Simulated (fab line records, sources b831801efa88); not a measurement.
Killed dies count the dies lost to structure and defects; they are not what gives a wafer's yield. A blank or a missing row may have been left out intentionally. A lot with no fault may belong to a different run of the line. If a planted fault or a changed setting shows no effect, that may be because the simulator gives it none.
Matching of chambers :: flow gf180mcu :: cmp-02 running GF_V1_CMP_26: 4 sister chambers
The step polishes, stops on SiO2, t overpolish 15 s, target thk 0 nm. 4 wafers are shown with their chamber, then 7 later ones without.

== WAFERS PAIRED WITH THEIR CHAMBERS ==
wafer: L357.1
chamber: 0
motor current A (A): 10.8

wafer: L358.6
chamber: 3
motor current A (A): 12.3

wafer: L361.3
chamber: 1
motor current A (A): 11.5

wafer: L361.4
chamber: 2
motor current A (A): 12.6

== WAFERS WITH NO CHAMBER GIVEN ==
wafer: L361.5
motor current A (A): 10.9

wafer: L364.1
motor current A (A): 12.9

wafer: L364.2
motor current A (A): 12.7

wafer: L364.3
motor current A (A): 10.6

wafer: L365.2
motor current A (A): 11.1

wafer: L365.5
motor current A (A): 11.9

wafer: L365.6
motor current A (A): 12.7

== EACH ONE'S CHAMBER ==
wafer: L361.5
from the rows above: 0
in truth: 0

wafer: L364.1
from the rows above: can't be placed: 2 or 3
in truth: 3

wafer: L364.2
from the rows above: can't be placed: 2 or 3
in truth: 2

wafer: L364.3
from the rows above: 0
in truth: 0

wafer: L365.2
from the rows above: can't be placed: 0 or 1
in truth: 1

wafer: L365.5
from the rows above: can't be placed: 1 or 3 or 2
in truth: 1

wafer: L365.6
from the rows above: can't be placed: 2 or 3
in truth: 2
2 of 7 placed correctly. From these rows, 5 cannot be placed; in 5 the true chamber is one of the candidates. Number placed wrongly: 0.
How it was worked out, from the rows above alone: a wafer's distance from a chamber is the root of the sum, over the readings, of the square of ((its reading less the chamber's mean) divided by the reading's scatter). If the next closest chamber is less than 2 further off than the closest, the wafer can't be placed; otherwise it belongs to the closest. The mean given for a chamber averages the wafers shown for that chamber. The scatter (one wafer shown for each chamber): square how far every hidden wafer sits from the nearest shown wafer, average those squares and take the square root.
